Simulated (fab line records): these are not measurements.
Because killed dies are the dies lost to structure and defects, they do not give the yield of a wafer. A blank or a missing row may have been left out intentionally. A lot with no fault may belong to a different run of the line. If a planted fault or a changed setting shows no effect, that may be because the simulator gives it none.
Chamber matching :: flow gf180mcu :: cmp-01 running GF_V1_CMP_04: 4 sister chambers
The step polishes SiO2. 14 wafers are shown with their chamber, then 6 later ones without.

## WAFERS, EACH WITH ITS CHAMBER
wafer: L309.1
chamber: 0
motor current A (A): 12.9
time to endpoint s (s): 76
slurry filter dp kPa (kPa): 13.68

wafer: L309.2
chamber: 3
motor current A (A): 13.1
time to endpoint s (s): 71
slurry filter dp kPa (kPa): 13.50

wafer: L309.5
chamber: 3
motor current A (A): 13.1
time to endpoint s (s): 74
slurry filter dp kPa (kPa): 13.46

wafer: L311.3
chamber: 2
motor current A (A): 11.4
time to endpoint s (s): 72
slurry filter dp kPa (kPa): 13.37

wafer: L311.5
chamber: 0
motor current A (A): 12.7
time to endpoint s (s): 86
slurry filter dp kPa (kPa): 13.60

wafer: L311.6
chamber: 1
motor current A (A): 12.6
time to endpoint s (s): 79
slurry filter dp kPa (kPa): 13.51

wafer: L314.1
chamber: 1
motor current A (A): 12.0
time to endpoint s (s): 79
slurry filter dp kPa (kPa): 13.42

wafer: L314.3
chamber: 3
motor current A (A): 14.1
time to endpoint s (s): 80
slurry filter dp kPa (kPa): 13.44

wafer: L314.4
chamber: 0
motor current A (A): 13.1
time to endpoint s (s): 83
slurry filter dp kPa (kPa): 13.61

wafer: L316.3
chamber: 3
motor current A (A): 13.3
time to endpoint s (s): 75
slurry filter dp kPa (kPa): 13.71

wafer: L316.5
chamber: 2
motor current A (A): 12.0
time to endpoint s (s): 76
slurry filter dp kPa (kPa): 13.37

wafer: L316.6
chamber: 3
motor current A (A): 12.5
time to endpoint s (s): 79
slurry filter dp kPa (kPa): 13.54

wafer: L317.2
chamber: 0
motor current A (A): 13.0
time to endpoint s (s): 82
slurry filter dp kPa (kPa): 13.28

wafer: L317.3
chamber: 2
motor current A (A): 12.1
time to endpoint s (s): 79
slurry filter dp kPa (kPa): 13.58

SIGNATURES, as means of the wafers listed above
reading: motor current A
chamber 0: 12.925
chamber 1: 12.300
chamber 2: 11.833
chamber 3: 13.220
scatter within a chamber: 0.434

reading: time to endpoint s
chamber 0: 81.75
chamber 1: 79.00
chamber 2: 75.67
chamber 3: 75.80
scatter within a chamber: 3.64

reading: slurry filter dp kPa
chamber 0: 13.5425
chamber 1: 13.4650
chamber 2: 13.4400
chamber 3: 13.5300
scatter within a chamber: 0.132
Rule: a wafer's distance from a chamber is the root of the sum, over the readings, of the square of ((its reading less the chamber's mean) divided by the reading's scatter). If the next closest chamber is less than 2 further off than the closest, the wafer can't be placed; otherwise it belongs to the closest. The scatter: the root of (the sum of the squares of (reading less its chamber's mean) over the shown wafers, divided by (wafers less chambers)).

## WAFERS WITHOUT THEIR CHAMBER
wafer: L317.5
motor current A (A): 11.8
time to endpoint s (s): 81
slurry filter dp kPa (kPa): 13.31

wafer: L321.1
motor current A (A): 13.5
time to endpoint s (s): 79
slurry filter dp kPa (kPa): 13.46

wafer: L321.2
motor current A (A): 12.8
time to endpoint s (s): 84
slurry filter dp kPa (kPa): 13.45

wafer: L321.3
motor current A (A): 12.0
time to endpoint s (s): 82
slurry filter dp kPa (kPa): 13.47

wafer: L325.2
motor current A (A): 13.4
time to endpoint s (s): 84
slurry filter dp kPa (kPa): 13.44

wafer: L325.4
motor current A (A): 11.9
time to endpoint s (s): 82
slurry filter dp kPa (kPa): 13.64

## WHICH CHAMBER EACH WENT THROUGH
wafer: L317.5
from the rows above: can't be placed: 1 or 2 or 0
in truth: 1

wafer: L321.1
from the rows above: can't be placed: 3 or 0 or 1
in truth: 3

wafer: L321.2
from the rows above: can't be placed: 0 or 1 or 3
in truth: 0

wafer: L321.3
from the rows above: can't be placed: 1 or 2 or 0
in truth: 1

wafer: L325.2
from the rows above: can't be placed: 0 or 3 or 1
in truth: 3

wafer: L325.4
from the rows above: can't be placed: 1 or 2 or 0 or 3
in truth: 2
Correct placement for 0 of the 6. Can't be placed from these rows: 6 (the true chamber is among the candidates in 6). Wrongly placed: 0.
